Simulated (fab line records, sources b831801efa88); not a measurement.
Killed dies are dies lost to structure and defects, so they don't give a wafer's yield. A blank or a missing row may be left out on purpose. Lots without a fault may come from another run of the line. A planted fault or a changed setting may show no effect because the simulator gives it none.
fab line records | flow sfq_line
record lots=6 wafers=17 last_day=83
route steps=325 shown L0V@17 M0@28 I0@43 M1@58 M8@325
lots that met no fault: from a run of the same line without faults
start_h: hours from the record's first day to the start of the lot's first wafer shown | wait_h: hours since the lot's step before | " the same as in the row above | L1.1+2: a row that stands for several wafers | - no value, or no start given | * or withheld: withheld | < > ~ a bound
route shown NAME@n: a module of which the file shows steps, and the number in the route of the first | usual: mean/standard deviation of fault-free wafers | same: alike in all rows | chamber/n: place in a boat | sites: the reading at each site | _std_site: their standard deviation | _edge_site: outer sites' mean less inner sites' | radius_mm: how far each site lies from the wafer's centre | mask NAME#n: copy n | behind: the tool/chamber that last shaped the wafer | hold: why the lot was held/for how many hours/how that ended | device: the transistor (n, p or np) that didn't switch | end of line: the same wafers' tests at the end of the route | a step without rows: its recipe alone | killed: dies lost to structure and defects at the first sort, not the wafer's yield | map: a wafer's dies, x killed, . not, _ none there
set.NAME: the setting as run; set.NAME@STEP: as run at that earlier step | model.NAME: the simulator's own value behind a step, which no gauge read
lots at some steps of the route; a table a step, a row a wafer
services: from which hour (start_h, from the record's first day; less than 0 if before it) a tool's chamber was out of use, for how many hours, and why
## steps
# step SFQ_TRILAYER_L0_VIA_LITHO_COAT_018
# recipe resist=BARC spin_rpm=3000 resist_thk_nm=62
# step SFQ_TRILAYER_L0_VIA_LITHO_COAT_013
# recipe resist=KrF spin_rpm=3000 resist_thk_nm=650
# step SFQ_TRILAYER_L0_VIA_LITHO_SOFTBAKE_017
# recipe temp_c=withheld time_s=withheld resist=KrF
# step SFQ_TRILAYER_L0_VIA_LITHO_EXPOSE_014
# recipe mask_id=L0V na=0.6 source_shape=conventional sigma_outer=0.65 target_cd_nm=700 dose_mj=21.3
# step SFQ_TRILAYER_L0_VIA_LITHO_PEB_016
# recipe peb_temp_c=115 peb_time_s=60 resist=KrF
# step SFQ_TRILAYER_L0_VIA_LITHO_DEVELOP_015
# recipe time_s=60 resist=KrF
# step SFQ_L0V_OVL_MEAS_903
# usual L0V_OVL=0/4.6
# columns lot.wafer tool chamber start_h wait_h L0V_OVL[nm]
L905.2 overlay-01 - 171.59 0.1 -5
L905.3 " - " " 1
L905.6 " - " " -9
L908.2 overlay-02 - 184.34 0.1 5
L908.4 " - " " 6
L908.6 " - " " 6
L915.2 overlay-02 - 225.11 0.1 0
L915.4 " - " " 6
L915.5 " - " " 6
L919.1 overlay-01 - 255.11 0.1 5
L919.3 " - " " 2
L919.4 " - " " 4
L923.3 overlay-02 - 287.10 0.1 8
L923.6 " - " " 5
L926.1 overlay-02 - 291.89 0.1 0
L926.2 " - " " 2
L926.3 " - " " -4
# step SFQ_TRILAYER_L0_VIA_BARC_OPEN_VIA_ETCH_021
# recipe mask_material=PR chemistry=O2 target_depth_nm=125 target=BARC source_w=500 bias_w=80 pressure_mtorr=30 time_s=41.7
# step SFQ_TRILAYER_L0_VIA_ETCH_VIA_ETCH_016
# recipe target=SiO2 stop_on=MoNx_KI mask_material=PR chemistry=CHF3 target_depth_nm=80 source_w=500 bias_w=80 pressure_mtorr=30 time_s=withheld
# step SFQ_TRILAYER_L0_VIA_STRIP_STRIP_017
# recipe gas=O2 power_w=200 platen_temp_c=40 overash_fraction=0.65 chemistry=O2 pressure_mtorr=50
# usual chamber_pressure_mTorr=49.99/0.05 drypump_motor_current_A=5.8/0.51 oes_product_au=1.000/0.009 platen_temp_c=40.00/0.12
# columns lot.wafer tool chamber start_h wait_h chamber_pressure_mTorr drypump_motor_current_A oes_product_au platen_temp_c rf_hours_counter_h
L905.2 rie_metal-04 1 171.71 - 49.93 5.3 1.014 40.11 167
L905.3 " 0 " " 49.99 6.2 0.993 39.94 -
L905.6 " 0 " " 49.85 6.2 1.005 40.00 -
L908.2 rie_metal-04 1 184.46 - 49.98 5.3 1.003 39.93 169
L908.4 " 0 " " 50.05 6.2 0.994 40.11 -
L908.6 " 1 " " 49.99 5.3 0.997 39.97 -
L915.2 rie_metal-01 0 225.23 - 50.00 5.2 1.008 40.16 50
L915.4 " 1 " " 49.89 5.7 1.002 39.98 -
L915.5 " 1 " " 49.99 5.7 0.999 39.80 -
L919.1 rie_metal-04 1 255.23 - 50.01 5.3 1.008 40.00 184
L919.3 " 1 " " 50.03 5.3 1.011 40.06 -
L919.4 " 0 " " 50.06 6.2 0.987 39.95 -
L923.3 rie_metal-01 0 287.41 - 49.93 5.3 0.999 40.18 -
L923.6 " 0 " " 49.92 5.3 1.004 40.00 -
L926.1 rie_metal-04 1 292.01 - 50.01 5.3 0.996 40.03 3
L926.2 " 1 " " 50.06 5.3 0.997 39.79 -
L926.3 " 1 " " 50.02 5.3 1.003 39.88 -
# step SFQ_TRILAYER_L0_VIA_STRIP_SOLV_CLEAN_018
# recipe chemistry=NMP temp_c=70 time_s=600
# step SFQ_TRILAYER_M0_DEP_PRE_CLEAN_020
# recipe gas=Ar time_s=15 bias_v=250
# step SFQ_TRILAYER_M0_DEP_SPUTTER_019
# recipe material=Nb base_pressure_pa=1.33e-06 chamber_pressure_pa=0.1333 substrate_temp_c=20 resputter_cathode_voltage_v=400 target_thk_nm=200 power_w=2000 time_s=133.3
# usual throttle_valve_pct=29.9/1
# columns lot.wafer tool chamber start_h wait_h throttle_valve_pct model.Nb_of_TRILAYER_M0_DEP_SPUTTER_019.thk_nm
L905.2 pvd_sputter-05 - 172.51 0.0 29.8 199.7
L905.3 " - " " 31.7 198.2
L905.6 " - " " 31.6 198.6
L908.2 pvd_sputter-03 - 185.27 0.0 31.5 198.3
L908.4 " - " " 30.6 198
L908.6 " - " " 29.3 197.6
L915.2 pvd_sputter-06 - 226.03 0.0 29.3 196.4
L915.4 " - " " 29.2 197.7
L915.5 " - " " 29.5 198.2
L919.1 pvd_sputter-06 - 256.20 0.0 30.2 201
L919.3 " - " " 29.2 78.7
L919.4 " - " " 29.2 202.5
L923.3 pvd_sputter-06 - 288.03 0.0 29.4 75.86
L923.6 " - " " 29.2 78.84
L926.1 pvd_sputter-05 - 293.41 0.0 31.8 200.3
L926.2 " - " " 30.1 199.3
L926.3 " - " " 31.3 201.4
# step SFQ_M0_RS_MEAS_904
# recipe thk_meas_gauge=four-point-probe reads=Nb_of_TRILAYER_M0_DEP_SPUTTER_019
# usual M0_NB_RS=0.894/0.009
# columns lot.wafer tool chamber start_h wait_h M0_NB_RS[ohm/sq]
L905.2 film_metro-03 - 172.62 0.1 0.890
L905.3 " - " " 0.899
L905.6 " - " " 0.898
L908.2 film_metro-01 - 185.38 0.1 0.897
L908.4 " - " " 0.898
L908.6 " - " " 0.902
L915.2 film_metro-01 - 226.14 0.1 0.905
L915.4 " - " " 0.900
L915.5 " - " " 0.898
L919.1 film_metro-03 - 256.29 0.0 0.887
L919.3 " - " " 2.304
L919.4 " - " " 0.878
L923.3 film_metro-03 - 288.16 0.1 2.394
L923.6 " - " " 2.300
L926.1 film_metro-02 - 293.50 0.0 0.890
L926.2 " - " " 0.893
L926.3 " - " " 0.883
# step SFQ_TRILAYER_M0_LITHO_COAT_026
# recipe resist=BARC spin_rpm=3000 resist_thk_nm=62
# step SFQ_TRILAYER_M0_LITHO_COAT_021
# recipe resist=KrF spin_rpm=3000 resist_thk_nm=600
# step SFQ_TRILAYER_M0_LITHO_SOFTBAKE_025
# recipe temp_c=withheld time_s=withheld resist=KrF
# step SFQ_TRILAYER_M0_LITHO_EXPOSE_022
# recipe mask_id=M0 na=0.6 source_shape=conventional sigma_outer=0.65 target_cd_nm=500 dose_mj=14.4
# step SFQ_TRILAYER_M0_LITHO_PEB_024
# recipe peb_temp_c=115 peb_time_s=60 resist=KrF
# step SFQ_TRILAYER_M0_LITHO_DEVELOP_023
# recipe time_s=60 resist=KrF
# step SFQ_M0_OVL_MEAS_906
# usual M0_OVL=1/4.7
# columns lot.wafer tool chamber start_h wait_h M0_OVL[nm]
L905.2 overlay-01 - 185.67 0.1 -7
L905.3 " - " " 2
L905.6 " - " " -9
L908.2 overlay-02 - 196.47 0.1 -5
L908.4 " - " " 0
L908.6 " - " " -7
L915.2 overlay-02 - 232.12 0.1 -3
L915.4 " - " " -5
L915.5 " - " " -10
L919.1 overlay-01 - 258.93 0.1 3
L919.3 " - " " 4
L919.4 " - " " 1
L923.3 overlay-02 - 390.98 0.1 2
L923.6 " - " " -1
L926.1 overlay-01 - 398.16 0.1 -1
L926.2 " - " " 5
L926.3 " - " " 3
# step SFQ_TRILAYER_M0_BARC_OPEN_METAL_ETCH_031
# recipe mask_material=PR chemistry=O2 target_depth_nm=125 target=BARC icp_w=600 bias_w=80 pressure_mtorr=10 time_s=41.7
# step SFQ_TRILAYER_M0_ETCH_METAL_ETCH_024
# recipe target=Nb stop_on=SiO2 mask_material=PR chemistry=Cl2/Ar target_depth_nm=240 icp_w=600 bias_w=80 pressure_mtorr=10 time_s=120
# usual chamber_pressure_mTorr=10.000/0.012 drypump_motor_current_A=5.6/0.41 oes_product_au=0.892/0.0069
# same time_s=120
# columns lot.wafer tool chamber start_h wait_h chamber_pressure_mTorr drypump_motor_current_A oes_product_au rf_hours_counter_h
L905.2 rie_metal-03 1 185.75 0.0 9.992 5.0 0.904 95
L905.3 " 1 " " 9.999 5.0 0.886 -
L905.6 " 1 " " 10.004 5.0 0.890 -
L908.2 rie_metal-04 0 196.55 0.0 10.005 6.2 0.879 173
L908.4 " 1 " " 10.016 5.3 0.890 -
L908.6 " 1 " " 9.992 5.3 0.889 -
L915.2 rie_metal-04 1 232.21 0.0 10.022 5.3 0.887 180
L915.4 " 0 " " 10.014 6.2 0.886 -
L915.5 " 0 " " 10.007 6.2 0.886 -
L919.1 rie_metal-04 0 259.09 0.1 10.004 6.2 0.892 187
L919.3 " 0 " " 9.988 6.2 0.590 -
L919.4 " 0 " " 10.001 6.2 0.903 -
L923.3 rie_metal-01 1 391.10 0.1 9.987 5.7 0.570 -
L923.6 " 0 " " 10.010 5.3 0.577 -
L926.1 rie_metal-04 1 398.26 0.0 10.002 5.3 0.897 19
L926.2 " 0 " " 9.976 6.2 0.888 15
L926.3 " 0 " " 10.003 6.2 0.901 -
# step SFQ_TRILAYER_M0_STRIP_STRIP_025
# recipe gas=O2 power_w=200 platen_temp_c=40 overash_fraction=0.65 chemistry=O2 pressure_mtorr=50
# step SFQ_TRILAYER_M0_STRIP_SOLV_CLEAN_026
# recipe chemistry=NMP temp_c=70 time_s=600
# step SFQ_TRILAYER_I0_DEP_PECVD_027
# recipe material=SiO2 temp_c=150 time_s=111.11 pressure_torr=2.4 rf_w=183.3 precursor=SiH4/N2O target_thk_nm=500
# usual heater_power_w=82/13 throttle_valve_pct=24.7/1.5
# same time_s=111.11
# columns lot.wafer tool chamber start_h wait_h heater_power_w throttle_valve_pct
L905.2 pecvd-03 1 186.65 0.0 74 24.7
L905.3 " 2 " " 84 25.3
L905.6 " 1 " " 78 24.6
L908.2 pecvd-03 0 197.47 0.0 106 25.8
L908.4 " 2 " " 92 25.6
L908.6 " 0 " " 88 26.0
L915.2 pecvd-03 0 233.11 0.0 99 26.2
L915.4 " 0 " " 103 26.0
L915.5 " 2 " " 92 25.2
L919.1 pecvd-01 2 260.71 0.0 56 26.7
L919.3 " 0 " " 115 27.8
L919.4 " 1 " " 81 24.1
L923.3 pecvd-04 0 391.96 0.0 70 24.0
L923.6 " 1 " " 81 23.0
L926.1 pecvd-04 2 399.16 0.0 78 25.5
L926.2 " 0 " " 69 23.8
L926.3 " 1 " " 77 22.9
# step SFQ_TRILAYER_I0_CMP_CMP_028
# recipe material=SiO2 down_force_psi=3 platen_rpm=60 pad_velocity_m_s=0.94248
# usual motor_current_A=10.8/0.44 platen_rpm=60.01/0.038 time_to_endpoint_s=212/6.5
# columns lot.wafer tool chamber start_h wait_h motor_current_A platen_rpm time_to_endpoint_s
L905.3 cmp-01 1 193.95 7.3 10.9 60.03 209
L905.2 " 3 194.95 8.3 10.9 60.04 203
L905.6 " 1 195.95 9.2 10.9 60.10 218
L908.4 cmp-01 0 206.45 8.9 10.1 59.97 215
L908.2 " 1 " " 11.0 59.99 211
L908.6 " 3 207.95 10.4 11.0 59.98 211
L915.4 cmp-01 3 242.95 9.8 10.8 60.00 210
L915.2 " 1 243.95 10.8 10.9 60.05 211
L915.5 " 3 244.95 11.8 10.5 60.02 212
L919.4 cmp-02 2 261.24 0.4 11.7 60.01 210
L919.1 " 3 " " 11.1 60.03 203
L919.3 " 0 " " 10.6 59.96 205
L923.3 cmp-01 0 392.04 0.0 11.0 59.99 202
L923.6 " 1 394.54 2.5 10.6 60.01 219
L926.2 cmp-01 0 401.04 1.8 11.0 60.02 205
L926.1 " 1 " " 10.7 60.03 210
L926.3 " 2 " " 11.2 60.01 213
# step SFQ_I0_BOW_MEAS_907
# recipe mode=bow
# usual I0_BOW=1/7.5
# columns lot.wafer tool chamber start_h wait_h I0_BOW[um]
L905.2 film_metro-04 - 196.97 1.5 -1
L905.3 " - " " -6
L905.6 " - " " -15
L908.2 film_metro-04 - 208.97 1.5 -6
L908.4 " - " " -9
L908.6 " - " " 8
L915.2 film_metro-03 - 245.97 1.5 7
L915.4 " - " " 3
L915.5 " - " " -5
L919.1 film_metro-04 - 264.24 2.0 -11
L919.3 " - " " -7
L919.4 " - " " -9
L923.3 film_metro-03 - 395.08 2.5 -14
L923.6 " - " " -5
L926.1 film_metro-01 - 404.04 2.0 1
L926.2 " - " " 9
L926.3 " - " " 3
# step SFQ_TRILAYER_I0_METRO_MEASURE_029
# step SFQ_TRILAYER_I0_VIA_LITHO_COAT_036
# recipe resist=BARC spin_rpm=3000 resist_thk_nm=62
# step SFQ_TRILAYER_I0_VIA_LITHO_COAT_031
# recipe resist=KrF spin_rpm=3000 resist_thk_nm=650
# step SFQ_TRILAYER_I0_VIA_LITHO_SOFTBAKE_035
# recipe temp_c=withheld time_s=withheld resist=KrF
# step SFQ_TRILAYER_I0_VIA_LITHO_EXPOSE_032
# recipe mask_id=I0 na=0.6 source_shape=conventional sigma_outer=0.65 target_cd_nm=500 dose_mj=21.3
# step SFQ_TRILAYER_I0_VIA_LITHO_PEB_034
# recipe peb_temp_c=115 peb_time_s=60 resist=KrF
# step SFQ_TRILAYER_I0_VIA_LITHO_DEVELOP_033
# recipe time_s=60 resist=KrF
# step SFQ_I0_OVL_MEAS_908
# usual I0_OVL=-4/5.4
# columns lot.wafer tool chamber start_h wait_h I0_OVL[nm]
L905.2 overlay-02 - 289.74 0.1 -7
L905.3 " - " " -10
L905.6 " - " " -6
L908.2 overlay-01 - 305.34 0.1 -12
L908.4 " - " " -19
L908.6 " - " " -14
L915.2 overlay-01 - 352.57 0.1 -13
L915.4 " - " " -12
L915.5 " - " " -7
L919.1 overlay-01 - 371.76 0.1 -3
L919.3 " - " " 0
L919.4 " - " " 7
L923.3 overlay-02 - 399.58 0.1 2
L923.6 " - " " 0
L926.1 overlay-02 - 407.61 0.1 3
L926.2 " - " " -3
L926.3 " - " " 7
# step SFQ_TRILAYER_I0_VIA_BARC_OPEN_VIA_ETCH_046
# recipe mask_material=PR chemistry=O2 target_depth_nm=125 target=BARC source_w=500 bias_w=80 pressure_mtorr=30 time_s=41.7
# step SFQ_TRILAYER_I0_VIA_ETCH_VIA_ETCH_034
# recipe target=SiO2 stop_on=Nb mask_material=PR taper_deg=20 chemistry=CHF3 target_depth_nm=260 source_w=500 bias_w=80 pressure_mtorr=30 time_s=withheld
# usual chamber_pressure_mTorr=29.999/0.029 drypump_motor_current_A=5.6/0.44 oes_product_au=0.853/0.0053
# columns lot.wafer tool chamber start_h wait_h chamber_pressure_mTorr drypump_motor_current_A oes_product_au
L905.2 rie_diel-03 3 289.81 0.0 29.989 5.8 0.857
L905.3 " 1 " " 30.026 5.6 0.853
L905.6 " 3 " " 30.003 5.7 0.852
L908.2 rie_diel-02 0 305.41 0.0 30.008 6.4 0.858
L908.4 " 2 " " 30.047 5.6 0.853
L908.6 " 0 " " 29.998 6.4 0.853
L915.2 rie_diel-03 1 352.64 0.0 29.974 5.6 0.853
L915.4 " 3 " " 29.994 5.8 0.854
L915.5 " 3 " " 29.984 5.7 0.852
L919.1 rie_diel-03 0 371.84 0.0 30.042 6.3 0.842
L919.3 " 2 " " 29.983 5.4 0.851
L919.4 " 3 " " 29.935 5.8 0.851
L923.3 rie_diel-03 2 399.64 0.0 30.001 5.5 0.846
L923.6 " 3 " " 30.043 5.8 0.856
L926.1 rie_diel-02 3 407.68 0.0 29.979 5.3 0.859
L926.2 " 0 " " 30.007 6.3 0.848
L926.3 " 2 " " 29.967 5.6 0.850
# step SFQ_TRILAYER_I0_VIA_STRIP_STRIP_035
# recipe gas=O2 power_w=200 platen_temp_c=40 overash_fraction=0.65 chemistry=O2 pressure_mtorr=50
# usual chamber_pressure_mTorr=50.00/0.043 drypump_motor_current_A=5.8/0.52 oes_product_au=0.999/0.0082 platen_temp_c=39.98/0.11
# columns lot.wafer tool chamber start_h wait_h chamber_pressure_mTorr drypump_motor_current_A oes_product_au platen_temp_c rf_hours_counter_h
L905.2 rie_metal-03 0 289.92 - 49.99 6.0 1.002 40.04 20
L905.3 " 1 " " 50.07 5.0 1.002 39.78 -
L905.6 " 1 " " 49.94 5.0 0.998 39.79 -
L908.2 rie_metal-03 0 305.52 - 49.93 6.0 1.005 39.86 22
L908.4 " 0 " " 50.02 5.9 1.007 39.90 -
L908.6 " 0 " " 50.07 6.0 1.002 39.78 -
L915.2 rie_metal-02 0 352.75 - 50.02 6.6 0.996 40.03 123
L915.4 " 0 " " 50.04 6.6 1.000 39.96 -
L915.5 " 1 " " 50.06 5.9 0.997 40.09 -
L919.1 rie_metal-03 1 371.95 - 49.90 5.0 0.994 39.86 124
L919.3 " 1 " " 50.06 5.0 0.991 39.91 -
L919.4 " 0 " " 49.97 5.9 0.989 39.91 -
L923.3 rie_metal-04 1 399.95 - 50.03 5.3 0.997 40.01 -
L923.6 " 0 " " 50.00 6.2 0.992 39.91 -
L926.1 rie_metal-02 1 407.80 - 49.98 5.9 0.982 40.00 22
L926.2 " 0 " " 50.06 6.6 0.991 40.03 131
L926.3 " 0 " " 49.96 6.6 0.980 39.78 -
# step SFQ_TRILAYER_I0_VIA_STRIP_SOLV_CLEAN_036
# recipe chemistry=NMP temp_c=70 time_s=600
# step SFQ_TRILAYER_M1_DEP_PRE_CLEAN_038
# recipe gas=Ar time_s=22.5 bias_v=250
# step SFQ_M8_BOW_MEAS_951
# recipe mode=bow
# usual M8_BOW=6/11
# columns lot.wafer tool chamber start_h wait_h M8_BOW[um] model.etest.m0.ohm_um model.etest.l0v.link_ohm model.etest.i0.link_ohm model.etest.m0.ohm_sq
L905.2 film_metro-01 - 1706.29 0.0 10 1.768 44.62 1.939 0.8915
L905.3 " - " " 4 1.788 44.66 1.946 0.8983
L905.6 " - " " -4 1.78 44.41 1.941 0.8962
L908.2 film_metro-04 - 1715.89 0.0 -4 1.806 44.61 1.98 0.8977
L908.4 " - " " -7 1.805 44.36 1.983 0.899
L908.6 " - " " 12 1.812 44.43 1.995 0.9009
L915.2 film_metro-03 - 1826.06 0.0 -2 1.809 44.65 1.976 0.9065
L915.4 " - " " -6 1.79 44.45 1.972 0.9005
L915.5 " - " " -13 1.788 44.57 1.971 0.8982
L919.1 film_metro-01 - 1933.08 0.0 -14 1.767 43.93 1.949 0.8856
L919.3 " - " " -11 4.506 45.86 3.33 2.262
L919.4 " - " " -12 1.756 43.63 1.947 0.8789
L923.3 film_metro-01 - 1976.06 0.0 9 4.68 46.56 3.431 2.347
L923.6 " - " " 17 4.524 46.27 3.342 2.258
L926.1 film_metro-01 - 1983.22 0.0 1 1.779 44.68 1.97 0.8889
L926.2 " - " " 8 1.794 44.49 1.968 0.8934
L926.3 " - " " 3 1.777 44.84 1.962 0.8837
## services
# columns tool chamber start_h hours kind
rie_diel-03 - 156.14 0.3 repair
cmp-01 - 157.36 1.1 repair
pecvd-03 2 172.83 6.0 repair
cmp-01 - 173.96 0.7 repair
cmp-01 - 175.88 4.2 repair
pvd_sputter-05 - 179.60 13.4 repair
rie_metal-04 0 185.20 5.8 repair
cmp-01 - 191.73 2.2 repair
pvd_sputter-05 - 196.43 0.6 repair
rie_metal-02 - 198.75 21.4 repair
rie_metal-02 - 199.00 1.1 repair
rie_metal-01 - 201.08 2.8 pm
rie_diel-02 - 202.08 3.0 repair
rie_diel-03 - 205.75 15.6 pm
cmp-01 - 232.95 4.0 pm
pvd_sputter-06 - 234.49 1.2 repair
rie_diel-03 1 236.02 4.3 repair
rie_metal-03 - 239.28 28.1 pm
pecvd-03 - 282.57 2.0 repair
pecvd-03 2 296.03 5.2 repair
pecvd-03 - 298.23 1.6 repair
cmp-01 - 327.40 6.2 pm
rie_metal-01 1 335.83 6.1 repair
pecvd-03 0 378.86 3.0 repair
## key
first_sign step=SFQ_M0_RS_MEAS_904 reading=M0_NB_RS direction=up sigmas=99+ usual=0.894 struck=2.332
effect step=SFQ_TRILAYER_M0_ETCH_METAL_ETCH_024 reading=oes_product_au direction=down sigmas=46 usual=0.892 struck=0.579
model_effect step=SFQ_TRILAYER_M0_DEP_SPUTTER_019 value=Nb_of_TRILAYER_M0_DEP_SPUTTER_019.thk_nm without=201.2 struck=77.8
model_effect step=SFQ_M8_BOW_MEAS_951 value=etest.m0.ohm_um without=1.767 struck=4.57
met_at SFQ_TRILAYER_M0_DEP_SPUTTER_019
struck_wafers L919.3,L923.3,L923.6
onset_between 226.03 256.20
fault kind=process_parameter_drift tool=pvd_sputter-06 chamber=- onset_h=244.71 steps=SFQ_TRILAYER_M0_DEP_SPUTTER_019 channel=target_thk_nm offset=-123.42 shape=step end_h=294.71 scope=struck_wafers_only acts_in=these_recipes_only stated=200
